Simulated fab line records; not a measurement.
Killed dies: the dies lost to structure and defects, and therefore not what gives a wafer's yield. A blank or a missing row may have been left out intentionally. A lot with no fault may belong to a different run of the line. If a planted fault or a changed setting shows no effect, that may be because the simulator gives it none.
fab line records | flow sky130 | part 2 of 2: steps 27 to 37 of 37
[record] lots = 5 wafers = 15 last_day = 48
route steps=708 shown VT_ADJUST_PCH@148 SONOS_TUNNEL@154 SONOS_ONO@168
lots that met no fault: from a run of the same line without faults
start_h: hours from the record's opening day to when the first of the lot's shown wafers began | wait_h: how many hours have passed since the lot's step before this one | " unchanged from the row above | L1.1+2: one row covering several wafers at once | - no value present, or no start provided | * or withheld: withheld | < > ~ a bound
route shown NAME@n: a module of which the file shows steps, and the number in the route of the first | usual: mean/standard deviation of fault-free wafers | same: alike in all rows | chamber/n: place in a boat | sites: readings site by site | _std_site: the standard deviation of these | _edge_site: outer sites' mean less inner sites' | radius_mm: how far each site lies from the wafer's centre | mask NAME#n: copy n | behind: the tool/chamber that last shaped the wafer | hold: what put the lot on hold/how long, in hours/how the hold closed | device: transistor that didn't switch, given as n, p or np | end of line: tests of these same wafers at the route's end | for a step that has no rows: nothing shown but its recipe | killed: the dies lost at the first sort to structure and to defects; this is not the yield of the wafer | map: the dies of a wafer, with x for killed, . for not killed, _ for no die there
set.NAME: setting as actually run; set.NAME@STEP: the setting as run at that earlier step | model.NAME: the simulator's own value behind a step, which no gauge read
lots at some steps of the route; a table a step, a row a wafer
services: when a tool's chamber went out of use (start_h, in hours from the record's first day, below 0 if earlier), for how many hours, and the reason
[[steps]]
[step SKY_SONOS_ONO_DEHYDRATE_06]
[recipe] temp_c = 200 time_s = 60
[usual] exhaust_pa = 45.1/0.84
[same] time_s = 60
// columns lot.wafer tool chamber start_h wait_h exhaust_pa
L076.1 litho_track-03 0 280.57 11.8 43.7
L076.2 " 0 " " 44.9
L076.4 " 0 " " 43.9
L078.3 litho_track-01 0 302.81 12.3 44.2
L078.4 " 0 " " 44.3
L078.6 " 0 " " 45.2
L082.2 litho_track-03 0 324.54 11.8 45.8
L082.5 " 0 " " 44.4
L082.6 " 0 " " 44.1
L084.1 litho_track-02 0 350.17 12.9 46.9
L084.2 " 0 " " 46.3
L084.3 " 0 " " 46.8
L087.1 litho_track-03 0 379.12 12.8 45.7
L087.4 " 0 " " 45.0
L087.5 " 0 " " 44.3
[step SKY_SONOS_ONO_HMDS_07]
[recipe] prime_time_s = 60 prime_temp_c = 120
[usual] exhaust_pa = 45.1/0.89
// columns lot.wafer tool chamber start_h wait_h exhaust_pa
L076.1 litho_track-03 0 280.72 0.1 43.6
L076.2 " 0 " " 42.8
L076.4 " 0 " " 44.3
L078.3 litho_track-01 0 302.96 0.1 45.5
L078.4 " 0 " " 45.7
L078.6 " 0 " " 45.0
L082.2 litho_track-03 0 324.69 0.1 44.0
L082.5 " 0 " " 44.9
L082.6 " 0 " " 43.3
L084.1 litho_track-02 0 350.32 0.1 46.4
L084.2 " 0 " " 44.8
L084.3 " 0 " " 45.2
L087.1 litho_track-03 0 379.27 0.1 45.3
L087.4 " 0 " " 44.8
L087.5 " 0 " " 45.2
[step SKY_SONOS_ONO_COAT_08]
[recipe] resist = NOVOLAK spin_rpm = 3000 resist_thk_nm = 1140
[usual] exhaust_pa = 44.8/0.79
// columns lot.wafer tool chamber start_h wait_h exhaust_pa
L076.1 litho_track-03 0 280.87 0.1 45.2
L076.2 " 0 " " 44.9
L076.4 " 0 " " 46.4
L078.3 litho_track-01 0 303.11 0.1 45.7
L078.4 " 0 " " 45.0
L078.6 " 0 " " 44.4
L082.2 litho_track-03 0 324.84 0.1 44.7
L082.5 " 0 " " 45.3
L082.6 " 0 " " 44.7
L084.1 litho_track-02 0 350.47 0.1 45.7
L084.2 " 0 " " 46.4
L084.3 " 0 " " 44.0
L087.1 litho_track-03 0 379.42 0.1 44.9
L087.4 " 0 " " 45.8
L087.5 " 0 " " 46.5
[step SKY_SONOS_ONO_SOFTBAKE_09]
[recipe] temp_c = 90 time_s = 60 resist = NOVOLAK
[usual] exhaust_pa = 45.1/0.96
[same] time_s = 60
// columns lot.wafer tool chamber start_h wait_h exhaust_pa
L076.1 litho_track-03 0 281.02 0.1 46.5
L076.2 " 0 " " 46.5
L076.4 " 0 " " 44.6
L078.3 litho_track-01 0 303.26 0.1 45.2
L078.4 " 0 " " 44.2
L078.6 " 0 " " 44.4
L082.2 litho_track-03 0 324.99 0.1 44.2
L082.5 " 0 " " 45.3
L082.6 " 0 " " 45.1
L084.1 litho_track-02 0 350.62 0.1 46.2
L084.2 " 0 " " 46.4
L084.3 " 0 " " 45.8
L087.1 litho_track-03 0 379.57 0.1 44.6
L087.4 " 0 " " 46.8
L087.5 " 0 " " 46.1
[step SKY_SONOS_ONO_EXPOSE_10]
[recipe] mask_id = ONOM target_cd_nm = 410 na = 0.6 source_shape = conventional sigma_outer = 0.6 dose_mj = 150
[same] na = 0.6 sigma_outer = 0.6
// columns lot.wafer tool chamber start_h wait_h mask
L076.1+2+4 iline_stepper-02 0 - - ONOM#0
L078.3+4+6 iline_stepper-02 0 - - ONOM#0
L082.2+5+6 iline_stepper-02 0 - - ONOM#0
L084.1+2+3 iline_stepper-01 0 - - ONOM#0
L087.1+4+5 iline_stepper-01 0 - - ONOM#0
[step SKY_SONOS_ONO_PEB_11]
[recipe] temp_c = withheld time_s = * resist = NOVOLAK
[usual] exhaust_pa = 45.0/0.84
[same] time_s = *
// columns lot.wafer tool chamber start_h wait_h exhaust_pa
L076.1 litho_track-01 0 - - 45.4
L076.2 " 0 " " 45.9
L076.4 " 0 " " 45.7
L078.3 litho_track-01 0 - - 45.4
L078.4 " 0 " " 44.3
L078.6 " 0 " " 44.7
L082.2 litho_track-03 0 - - 45.5
L082.5 " 0 " " 45.3
L082.6 " 0 " " 44.5
L084.1 litho_track-02 0 - - 44.6
L084.2 " 0 " " 45.4
L084.3 " 0 " " 45.2
L087.1 litho_track-03 0 - - 44.1
L087.4 " 0 " " 45.2
L087.5 " 0 " " 43.6
[step SKY_SONOS_ONO_DEVELOP_12]
[recipe] develop_time_s = 60 dev_temp_c = 23
[usual] exhaust_pa = 45.0/1.1
[same] develop_time_s = 60
// columns lot.wafer tool chamber start_h wait_h exhaust_pa
L076.1 litho_track-01 0 293.11 0.1 45.6
L076.2 " 0 " " 46.3
L076.4 " 0 " " 45.5
L078.3 litho_track-01 0 316.01 0.1 45.4
L078.4 " 0 " " 45.5
L078.6 " 0 " " 46.3
L082.2 litho_track-03 0 338.59 0.1 46.5
L082.5 " 0 " " 46.8
L082.6 " 0 " " 45.7
L084.1 litho_track-02 0 364.32 0.1 47.1
L084.2 " 0 " " 44.7
L084.3 " 0 " " 45.8
L087.1 litho_track-03 0 394.22 0.1 44.2
L087.4 " 0 " " 43.4
L087.5 " 0 " " 42.9
[step SKY_SONOS_ONO_CD_MEAS_13]
[recipe] target_cd_nm = 410
[usual] cd_nm = 410.0/2.3
// columns lot.wafer tool chamber start_h wait_h cd_nm
L076.1 cd_sem-02 - 293.26 0.1 407.6
L076.2 " - " " 409.9
L076.4 " - " " 410.1
L078.3 cd_sem-01 - 316.15 0.1 410.8
L078.4 " - " " 413.3
L078.6 " - " " 410.4
L082.2 cd_sem-02 - 338.74 0.1 406.9
L082.5 " - " " 406.2
L082.6 " - " " 406.1
L084.1 cd_sem-02 - 364.47 0.1 409.7
L084.2 " - " " 408.7
L084.3 " - " " 410.6
L087.1 cd_sem-02 - 394.37 0.1 411.1
L087.4 " - " " 412.1
L087.5 " - " " 409.2
[step SKY_SONOS_ONO_OVL_MEAS_14]
[usual] SONOS_ONO_OVL = 1.0/1.4
// columns lot.wafer tool chamber start_h wait_h SONOS_ONO_OVL[nm]
L076.1 overlay-02 - 293.38 0.1 1.0
L076.2 " - " " 1.1
L076.4 " - " " 2.8
L078.3 overlay-02 - 316.24 0.1 0.4
L078.4 " - " " 0.6
L078.6 " - " " 1.3
L082.2 overlay-02 - 338.85 0.1 1.4
L082.5 " - " " -0.8
L082.6 " - " " 0.2
L084.1 overlay-02 - 364.59 0.1 1.2
L084.2 " - " " 2.0
L084.3 " - " " 1.2
L087.1 overlay-02 - 394.49 0.1 2.6
L087.4 " - " " 0.3
L087.5 " - " " 1.1
[step SKY_SONOS_ONO_ETCH_15]
[recipe] target_depth_nm = 19.52 chemistry = CHF3/O2 source_w = 600 bias_w = 200 pressure_mtorr = 40 chf3_flow_sccm = 50 O2_flow_sccm = 5 time_s = 7.8
[usual] chamber_pressure_mTorr = 40.00/0.083 drypump_motor_current_A = 5.8/0.39 oes_product_au = 1.002/0.01 throttle_valve_pct = 8.825/0.01
[same] time_s = 7.8
// columns lot.wafer tool chamber start_h wait_h chamber_pressure_mTorr drypump_motor_current_A oes_product_au rf_hours_counter_h throttle_valve_pct
L076.1 rie_diel-04 1 293.41 0.0 39.95 6.3 0.997 40 8.833
L076.2 " 3 " " 39.99 5.6 1.003 103 8.812
L076.4 " 0 " " 39.93 5.9 0.996 34 8.813
L078.3 rie_diel-03 0 316.26 0.0 40.00 5.0 1.004 15 8.835
L078.4 " 3 " " 39.99 6.0 1.009 100 8.837
L078.6 " 3 " " 39.94 6.0 1.006 - 8.826
L082.2 rie_diel-04 3 338.88 0.0 40.00 5.6 1.018 104 8.833
L082.5 " 0 " " 39.96 5.8 1.003 - 8.820
L082.6 " 1 " " 40.00 6.3 1.017 - 8.840
L084.1 rie_diel-04 1 364.62 0.0 39.99 6.3 1.014 41 8.830
L084.2 " 2 " " 39.97 6.3 1.010 9 8.832
L084.3 " 0 " " 40.00 5.8 1.013 35 8.825
L087.1 rie_diel-04 0 394.53 0.0 39.94 5.8 1.009 36 8.831
L087.4 " 2 " " 40.00 6.3 1.004 - 8.829
L087.5 " 0 " " 40.02 5.8 0.999 - 8.846
[step SKY_SONOS_ONO_WET_ETCH_16]
[recipe] chemistry = dHF target_depth_nm = 14 dry = n2_spin target = SiO2 dilution = 100:1 temp_c = 25 time_s = 280
[same] time_s = 280
// columns lot.wafer tool chamber start_h wait_h
L076.1+2+4 wet_bench-04 3 293.43 0.0
L078.3+4+6 wet_bench-02 3 316.28 0.0
L082.2+5+6 wet_bench-02 1 338.90 0.0
L084.1+2+3 wet_bench-03 0 364.64 0.0
L087.1+4+5 wet_bench-04 1 394.56 0.0
[[services]]
// columns tool chamber start_h hours kind
iline_stepper-01 - 234.90 1.7 pm
iline_stepper-02 - 237.64 1.7 pm
implanter-04 - 248.12 0.5 repair
furnace-01 - 248.14 2.8 pm
implanter-01 - 252.97 3.5 pm
implanter-02 - 258.91 3.5 repair
furnace-01 - 264.97 1.5 pm
rie_diel-04 3 271.47 7.2 repair
furnace-02 - 274.63 2.8 pm
rie_diel-04 - 285.65 0.3 repair
implanter-02 - 293.71 2.0 repair
lpcvd-02 - 293.91 2.8 pm
implanter-01 - 302.80 3.9 repair
rie_diel-04 2 303.31 36.7 repair
lpcvd-03 - 310.70 0.7 repair
iline_stepper-02 - 333.36 0.6 repair
rie_diel-04 0 333.96 1.3 repair
lpcvd-02 - 357.80 4.3 pm
rie_diel-04 2 377.79 5.5 repair
implanter-01 - 378.46 6.7 repair
rie_diel-04 3 378.95 19.7 repair
rie_diel-04 1 383.67 23.3 repair
wet_bench-01 - 388.78 1.1 repair
furnace-02 - 394.04 3.6 pm
